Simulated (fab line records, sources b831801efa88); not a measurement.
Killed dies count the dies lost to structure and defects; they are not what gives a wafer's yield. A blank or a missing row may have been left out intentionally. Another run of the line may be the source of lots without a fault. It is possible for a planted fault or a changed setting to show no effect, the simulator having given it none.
Which tool is to blame? | flow sky130 | 36 wafers from 12 lots sampled at 5 of the route's 708 steps

WHAT THE GAUGES SHOWED, per wafer
The record holds no reading of a measuring or inspecting step that can be judged against a usual standard deviation.

EACH LOT AND THE TOOL THAT RAN IT (in order: tool; ch and the chambers of the sampled wafers; start)
lot  | SKY_SONOS_ONO_OXIDATION_00    | SKY_VIA3_ETCH_14                  | SKY_METAL4_SPUTTER_04       | SKY_CAP2M_SPUTTER_02        | SKY_PAD_OPEN_PROBE_99
L761 | furnace-01 ch 0, day 11 05:44 | rieDiel-02 ch 1,2,3, day 39 12:56 | pvdSputter-04, day 39 14:24 | pvdSputter-03, day 39 14:32 | -
L762 | furnace-01 ch 0, day 11 21:19 | rieDiel-03 ch 0,1,3, day 40 00:38 | pvdSputter-04, day 40 02:08 | pvdSputter-03, day 40 02:16 | -
L763 | furnace-02 ch 0, day 12 03:32 | rieDiel-04 ch 1,2,3, day 40 05:56 | pvdSputter-04, day 40 07:46 | pvdSputter-03, day 40 07:53 | -
L764 | furnace-02 ch 0, day 12 05:56 | rieDiel-03 ch 0,3, day 40 07:23   | pvdSputter-02, day 40 09:12 | pvdSputter-01, day 40 09:20 | -
L765 | furnace-01 ch 0, day 12 20:12 | rieDiel-03 ch 1,2,3, day 41 02:32 | pvdSputter-04, day 41 04:02 | pvdSputter-03, day 41 04:10 | -
L767 | furnace-01 ch 0, day 13 12:05 | rieDiel-02 ch 0,2, day 41 11:20   | pvdSputter-01, day 41 12:48 | pvdSputter-03, day 41 12:56 | -
L773 | furnace-02 ch 0, day 15 07:04 | rieDiel-02 ch 1,3, day 43 02:08   | pvdSputter-04, day 43 03:36 | pvdSputter-01, day 43 03:44 | prober-02, day 48 14:24
L774 | furnace-02 ch 0, day 15 17:10 | rieDiel-02 ch 0,1,2, day 43 10:11 | pvdSputter-04, day 43 11:46 | pvdSputter-01, day 43 11:55 | prober-01, day 48 23:18
L775 | furnace-01 ch 0, day 15 20:14 | rieDiel-04 ch 1,2, day 43 15:26   | pvdSputter-04, day 43 17:09 | pvdSputter-01, day 43 17:17 | prober-02, day 49 02:12
L781 | furnace-01 ch 0, day 18 03:43 | rieDiel-03 ch 1,2,3, day 45 09:38 | pvdSputter-02, day 45 11:07 | pvdSputter-03, day 45 11:14 | -
L783 | furnace-02 ch 0, day 18 15:24 | rieDiel-04 ch 0,1,3, day 45 21:38 | pvdSputter-04, day 45 23:07 | pvdSputter-01, day 45 23:14 | -
L784 | furnace-02 ch 0, day 19 16:49 | rieDiel-03 ch 1,2,3, day 46 10:26 | pvdSputter-04, day 46 11:57 | pvdSputter-01, day 46 12:05 | -
- SKY_SONOS_ONO_OXIDATION_00: stabilise 600 s, purge 300 s, target thk 2.6 nm.
- SKY_VIA3_ETCH_14: etches BARC in N2/H2, stops on SiO2, time 45.9 s, target depth 60 nm.
- SKY_METAL4_SPUTTER_04: material TiN, target thk 70 nm, time 58.3 s.
- SKY_CAP2M_SPUTTER_02: material TiN, target thk 200 nm, time 166.7 s.
- SKY_PAD_OPEN_PROBE_99

AS READ BY THE TOOLS THEMSELVES (means over the sampled wafers that have a number; for cases with no such wafer, the mark the record gives instead)
SKY_SONOS_ONO_OXIDATION_00. Usual: spikeTcLowerC 800.7 C, standard deviation 1; spikeTcTopC 813.7 C, standard deviation 1.5; zonePowerCentrePct 14.2 %, standard deviation 0.52.
lot  | tool       | spikeTcLowerC (C) | spikeTcTopC (C) | zonePowerCentrePct (%) | flag
L761 | furnace-01 | 800.0             | 814.2           | 14.6                   | 
L762 | furnace-01 | 800.9             | 813.8           | 14.6                   | 
L763 | furnace-02 | 800.4             | 814.8           | 13.7                   | 
L764 | furnace-02 | 801.0             | 814.5           | 13.8                   | 
L765 | furnace-01 | 800.1             | 813.5           | 14.6                   | 
L767 | furnace-01 | 800.5             | 812.0           | 14.7                   | 
L773 | furnace-02 | 800.6             | 814.7           | 13.7                   | 
L774 | furnace-02 | 800.3             | 814.0           | 13.5                   | 
L775 | furnace-01 | 799.4             | 813.7           | 14.6                   | 
L781 | furnace-01 | 801.4             | 812.8           | 14.7                   | 
L783 | furnace-02 | 800.6             | 814.9           | 13.5                   | 
L784 | furnace-02 | 800.8             | 814.6           | 13.5                   | 

SKY_VIA3_ETCH_14. Usual: chamberPressureMTorr 30.001 mTorr, standard deviation 0.028; drypumpMotorCurrentA 5.7 A, standard deviation 0.35; oesProductAu 0.854 a.u., standard deviation 0.0044; throttleValvePct 13.227 %, standard deviation 0.009.
lot  | tool       | chamberPressureMTorr (mTorr) | drypumpMotorCurrentA (A) | oesProductAu (a.u.) | throttleValvePct (%) | flag
L761 | rieDiel-02 | 29.997                       | 5.7                      | 0.856               | 13.230               | 
L762 | rieDiel-03 | 29.987                       | 5.9                      | 0.851               | 13.222               | 
L763 | rieDiel-04 | 29.990                       | 5.6                      | 0.859               | 13.229               | 
L764 | rieDiel-03 | 29.994                       | 5.9                      | 0.851               | 13.223               | 
L765 | rieDiel-03 | 29.999                       | 5.3                      | 0.855               | 13.228               | 
L767 | rieDiel-02 | 29.993                       | 6.1                      | 0.855               | 13.229               | 
L773 | rieDiel-02 | 30.002                       | 5.5                      | 0.852               | 13.226               | 
L774 | rieDiel-02 | 29.986                       | 6.0                      | 0.853               | 13.218               | 
L775 | rieDiel-04 | 29.975                       | 5.7                      | 0.855               | 13.221               | 
L781 | rieDiel-03 | 30.012                       | 5.3                      | 0.854               | 13.231               | 
L783 | rieDiel-04 | 29.997                       | 5.6                      | 0.853               | 13.224               | 
L784 | rieDiel-03 | 30.012                       | 5.3                      | 0.853               | 13.224               | 

SKY_METAL4_SPUTTER_04. Usual: throttleValvePct 29.7 %, standard deviation 1.2.
lot  | tool          | throttleValvePct (%) | flag
L761 | pvdSputter-04 | 29.3                 | 
L762 | pvdSputter-04 | 29.4                 | 
L763 | pvdSputter-04 | 29.6                 | 
L764 | pvdSputter-02 | 30.9                 | 
L765 | pvdSputter-04 | 29.5                 | 
L767 | pvdSputter-01 | 29.5                 | 
L773 | pvdSputter-04 | 28.9                 | 
L774 | pvdSputter-04 | 30.3                 | 
L775 | pvdSputter-04 | 30.2                 | 
L781 | pvdSputter-02 | 30.7                 | 
L783 | pvdSputter-04 | 28.7                 | 
L784 | pvdSputter-04 | 29.9                 | 

SKY_CAP2M_SPUTTER_02. Usual: susceptorTempC 300.00 C, standard deviation 0.2; throttleValvePct 29.9 %, standard deviation 1.1.
lot  | tool          | susceptorTempC (C) | throttleValvePct (%) | flag
L761 | pvdSputter-03 | 300.13             | 30.4                 | 
L762 | pvdSputter-03 | 299.72             | 30.4                 | 
L763 | pvdSputter-03 | 299.97             | 30.6                 | 
L764 | pvdSputter-01 | 300.01             | 28.3                 | 
L765 | pvdSputter-03 | 300.24             | 30.4                 | 
L767 | pvdSputter-03 | 300.04             | 30.6                 | 
L773 | pvdSputter-01 | 300.14             | 30.4                 | 
L774 | pvdSputter-01 | 300.13             | 29.7                 | 
L775 | pvdSputter-01 | 300.10             | 29.6                 | 
L781 | pvdSputter-03 | 300.10             | 30.4                 | 
L783 | pvdSputter-01 | 299.94             | 29.0                 | 
L784 | pvdSputter-01 | 299.82             | 29.0                 | 

SKY_PAD_OPEN_PROBE_99. Usual: killed_at_M0_to_M3 45, standard deviation 6.8; killed_at_M4_up 3.0, standard deviation 1.7; killedAtContacts 25, standard deviation 5.7; killedAtFrontEnd 15, standard deviation 4.6; killedAtOther 0.3, standard deviation 0.66; killedDies 88, standard deviation 9.5; killedOnRim 17, standard deviation 3.6; killedOpen 48, standard deviation 7.3; killedShort 39, standard deviation 6.5.
lot  | tool      | killed_at_M0_to_M3 | killed_at_M4_up | killedAtContacts | killedAtFrontEnd | killedAtOther | killedDies | killedOnRim | killedOpen | killedShort | flag
L773 | prober-02 | 36                 | 2.0             | 24               | 114              | 0.0           | 176        | 34          | 44         | 35          | OFF
L774 | prober-01 | 41                 | 2.3             | 19               | 105              | 0.3           | 169        | 34          | 39         | 38          | OFF
L775 | prober-02 | 42                 | 0.0             | 23               | 17               | 0.3           | 82         | 17          | 47         | 36          | 

THE ANSWER, worked out from the rows above alone
Rule: take the mean of a lot's wafers that have a number; if it is more than 3 standard deviations from the usual mean, the lot is off. A lot without any number at a reading at which 4 lots or more have one is off too. The other lots that the step has rows for count as sound. The gauges are gone through in route order, then the tools' own readings, and for those a lot's mean is taken as printed above. At the first step where some lot is off, the reading lying furthest off is the one used; lots without a number count as furthest.
Off: L773, L774, at SKY_PAD_OPEN_PROBE_99 (killedAtFrontEnd). Neither off nor sound, because the step has no rows for them: L761, L762, L763, L764, L765, L767, L781, L783, L784.
A tool fits if, at that step or a process step before it, it ran every lot that is off, and no sound lot after the first of them. Can't be told from this: 2 tools fit, furnace-02 at SKY_SONOS_ONO_OXIDATION_00, rieDiel-02 at SKY_VIA3_ETCH_14.

WHAT THE SIMULATOR HAD INSERTED
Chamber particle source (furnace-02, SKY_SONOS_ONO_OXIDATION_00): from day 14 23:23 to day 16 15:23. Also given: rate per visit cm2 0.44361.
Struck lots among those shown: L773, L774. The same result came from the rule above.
